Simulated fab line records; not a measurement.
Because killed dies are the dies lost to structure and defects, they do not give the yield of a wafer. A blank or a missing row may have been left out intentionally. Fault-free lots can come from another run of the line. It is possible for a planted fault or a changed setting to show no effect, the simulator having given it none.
Which of the tools did it? -- flow sky130 -- Sampling: 12 lots, 36 wafers, 5 of 708 route steps

## WHAT THE GAUGES READ, wafer by wafer
The record lacks any reading of a measuring or inspecting step that a usual standard deviation could be used to judge.

## WHAT TOOL EACH LOT RAN ON (gives the tool, then ch and the chambers of the sampled wafers, and finally the start)
lot,SKY_METAL4_SPUTTER_00,SKY_METAL4_SPUTTER_03,SKY_CAP2M_CVD_00,SKY_METAL4_HMDS_06,SKY_PAD_OPEN_PROBE_99
L980,"pvd-sputter-01, day 40 05:27","pvd-sputter-01, day 40 05:32","pecvd-01 ch 0,1, day 40 05:37","litho-track-03 ch 0, day 41 16:57","prober-01, day 46 04:48"
L983,"pvd-sputter-03, day 41 00:21","pvd-sputter-03, day 41 00:26","pecvd-01 ch 0,1, day 41 00:31","litho-track-04 ch 0, day 42 12:32","prober-02, day 46 21:59"
L986,"pvd-sputter-03, day 41 20:48","pvd-sputter-03, day 41 20:53","pecvd-04 ch 0,1,2, day 41 20:57","litho-track-03 ch 0, day 43 08:36","prober-01, day 47 16:18"
L988,"pvd-sputter-04, day 42 19:22","pvd-sputter-04, day 42 19:27","pecvd-01 ch 1,2, day 42 19:31","litho-track-03 ch 0, day 44 04:42","prober-01, day 48 07:49"
L993,"pvd-sputter-04, day 43 21:04","pvd-sputter-04, day 43 21:08","pecvd-01 ch 0,1,2, day 43 21:13","litho-track-04 ch 0, day 45 05:23","prober-02, day 49 06:27"
L996,"pvd-sputter-01, day 45 03:15","pvd-sputter-01, day 45 03:20","pecvd-01 ch 0,1, day 45 03:24","litho-track-04 ch 0, day 46 11:04","prober-01, day 50 05:21"
L997,"pvd-sputter-04, day 45 03:22","pvd-sputter-04, day 45 03:27","pecvd-03 ch 1,2, day 45 03:31","litho-track-02 ch 0, day 46 11:44","prober-02, day 50 06:18"
L998,"pvd-sputter-01, day 45 03:45","pvd-sputter-01, day 45 03:50","pecvd-04 ch 1,2, day 45 03:54","litho-track-04 ch 0, day 46 12:41","prober-01, day 50 06:54"
L999,"pvd-sputter-03, day 45 05:46","pvd-sputter-03, day 45 05:50","pecvd-01 ch 1,2, day 45 05:55","litho-track-04 ch 0, day 46 14:14","prober-02, day 50 08:33"
L100,"pvd-sputter-03, day 45 18:50","pvd-sputter-03, day 45 18:55","pecvd-03 ch 1,2, day 45 18:59","litho-track-04 ch 0, day 47 02:25","prober-01, day 50 17:46"
L101,"pvd-sputter-01, day 45 20:37","pvd-sputter-01, day 45 20:41","pecvd-01 ch 0,1, day 45 20:46","litho-track-04 ch 0, day 47 03:34","prober-02, day 50 20:22"
L102,"pvd-sputter-04, day 46 08:27","pvd-sputter-04, day 46 08:32","pecvd-04 ch 0,1, day 46 08:37","litho-track-03 ch 0, day 47 15:21","prober-01, day 51 03:52"
- SKY_METAL4_SPUTTER_00: material Ti, target thk 15 nm, time 10 s.
- SKY_METAL4_SPUTTER_03: material Ti, target thk 5 nm, time 3.3 s.
- SKY_CAP2M_CVD_00: deposits SiO2, target thk 15.5 nm.
- SKY_METAL4_HMDS_06: prime time 60 s.
- SKY_PAD_OPEN_PROBE_99

## WHAT THE TOOLS THEMSELVES READ (means of the sampled wafers that have a number; where no wafer has one, the mark that the record gives instead)
SKY_METAL4_SPUTTER_00. Usual: 30.0 % for throttle-valve-pct, sd 0.89.
lot,tool,throttle-valve-pct (%),flag
L980,pvd-sputter-01,29.4,
L983,pvd-sputter-03,30.1,
L986,pvd-sputter-03,30.1,
L988,pvd-sputter-04,30.2,
L993,pvd-sputter-04,29.7,
L996,pvd-sputter-01,30.3,
L997,pvd-sputter-04,29.7,
L998,pvd-sputter-01,29.9,
L999,pvd-sputter-03,30.4,
L100,pvd-sputter-03,30.2,
L101,pvd-sputter-01,28.9,
L102,pvd-sputter-04,30.3,

SKY_METAL4_SPUTTER_03. Usual: 29.9 % for throttle-valve-pct, sd 0.87.
lot,tool,throttle-valve-pct (%),flag
L980,pvd-sputter-01,29.1,
L983,pvd-sputter-03,30.2,
L986,pvd-sputter-03,30.1,
L988,pvd-sputter-04,30.5,
L993,pvd-sputter-04,29.8,
L996,pvd-sputter-01,30.1,
L997,pvd-sputter-04,29.9,
L998,pvd-sputter-01,30.0,
L999,pvd-sputter-03,30.2,
L100,pvd-sputter-03,30.2,
L101,pvd-sputter-01,28.7,
L102,pvd-sputter-04,30.3,

SKY_CAP2M_CVD_00. Usual: 739 W for heater-power-w, sd 91.
lot,tool,heater-power-w (W),flag
L980,pecvd-01,759,
L983,pecvd-01,740,
L986,pecvd-04,647,
L988,pecvd-01,741,
L993,pecvd-01,742,
L996,pecvd-01,724,
L997,pecvd-03,780,
L998,pecvd-04,631,
L999,pecvd-01,693,
L100,pecvd-03,761,
L101,pecvd-01,770,
L102,pecvd-04,609,

SKY_METAL4_HMDS_06. Usual: chill-plate-temp-C 23.01 C, standard deviation 0.11; exhaust-pa 45.1 Pa, standard deviation 0.86; prime-temp-c 119.96 C, standard deviation 0.15; resist-line-temp-C 23.00 C, standard deviation 0.12.
lot,tool,chill-plate-temp-C (C),exhaust-pa (Pa),prime-temp-c (C),resist-line-temp-C (C),flag
L980,litho-track-03,23.04,46.3,119.95,23.07,
L983,litho-track-04,23.11,45.6,119.83,23.17,
L986,litho-track-03,22.86,45.7,116.20,23.10,OFF
L988,litho-track-03,22.86,44.8,116.16,22.98,OFF
L993,litho-track-04,23.07,45.7,120.15,23.06,
L996,litho-track-04,23.16,44.4,120.07,22.99,
L997,litho-track-02,22.93,45.8,120.06,22.93,
L998,litho-track-04,22.91,44.4,120.00,23.05,
L999,litho-track-04,23.05,45.4,120.16,22.93,
L100,litho-track-04,23.04,44.9,119.81,22.94,
L101,litho-track-04,22.98,43.6,119.88,22.83,
L102,litho-track-03,23.00,44.7,120.15,22.89,

SKY_PAD_OPEN_PROBE_99. Usual: defect-limited-yield 82.9 %, standard deviation 2; killed_at_M0_to_M3 42, standard deviation 7.6; killed_at_M4_up 2.9, standard deviation 1.7; killed-at-contacts 24, standard deviation 5.1; killed-at-front-end 15, standard deviation 4; killed-at-other 0.2, standard deviation 0.38; killed-dies 84, standard deviation 9.9; killed-open 46, standard deviation 7.2; killed-short 38, standard deviation 6.6; sort_bin_3_pad_short 0.9 %, standard deviation 0.38; sort_bin_5_function 10.2 %, standard deviation 1.5; sort_bin_6_memory 6.0 %, standard deviation 1; sort-n-pass 408, standard deviation 9.9; sort-yield-pct 82.9 %, standard deviation 2.
lot,tool,defect-limited-yield (%),killed_at_M0_to_M3,killed_at_M4_up,killed-at-contacts,killed-at-front-end,killed-at-other,killed-dies,killed-open,killed-short,sort_bin_3_pad_short (%),sort_bin_5_function (%),sort_bin_6_memory (%),sort-n-pass,sort-yield-pct (%),flag
L980,prober-01,83.2,40,2.7,23,16,0.0,82,42,40,0.8,10.8,5.2,410,83.2,
L983,prober-02,83.3,33,2.3,29,18,0.3,82,45,37,0.7,9.9,6.0,410,83.3,
L986,prober-01,81.8,45,2.3,26,15,0.7,90,52,38,1.5,10.8,6.0,402,81.8,
L988,prober-01,83.3,47,1.3,23,11,0.0,82,44,38,1.0,9.5,6.2,410,83.3,
L993,prober-02,84.8,35,2.7,27,10,0.3,75,41,34,0.6,9.5,5.2,417,84.8,
L996,prober-01,83.1,40,2.0,27,14,0.0,83,43,40,0.9,9.8,6.1,409,83.1,
L997,prober-02,81.1,47,4.0,26,15,0.0,93,53,40,1.1,10.8,7.0,399,81.1,
L998,prober-01,80.1,55,2.7,23,17,0.7,98,51,47,1.3,11.6,6.9,394,80.1,
L999,prober-02,81.6,44,2.3,30,14,0.7,91,52,39,1.0,11.1,6.4,401,81.6,
L100,prober-01,83.9,41,2.3,22,13,0.7,79,40,40,0.9,9.2,6.0,413,83.9,
L101,prober-02,82.9,42,2.3,27,13,0.0,84,43,41,0.8,10.4,5.8,408,82.9,
L102,prober-01,82.6,43,2.7,29,11,0.3,86,54,32,0.9,9.6,6.9,406,82.6,

## THE ANSWER, worked out from the rows above alone
Rule: take the mean of a lot's wafers that have a number; if it is more than 3 standard deviations from the usual mean, the lot is off. Also off: a lot with no number at a reading for which 4 or more lots have one. The other lots that the step has rows for count as sound. First the gauges in route order, then the tools' own readings, where a lot's mean is used as printed above. At the first step where some lot is off, the reading lying furthest off is the one used; lots without a number count as furthest.
Off at SKY_METAL4_HMDS_06 (prime-temp-c): L986, L988.
If a tool, at that step or one of the process steps before it, ran each lot that is off and ran no sound lot following the first of them, it fits. None of those tried fits.

## WHAT THE SIMULATOR HAD PUT IN
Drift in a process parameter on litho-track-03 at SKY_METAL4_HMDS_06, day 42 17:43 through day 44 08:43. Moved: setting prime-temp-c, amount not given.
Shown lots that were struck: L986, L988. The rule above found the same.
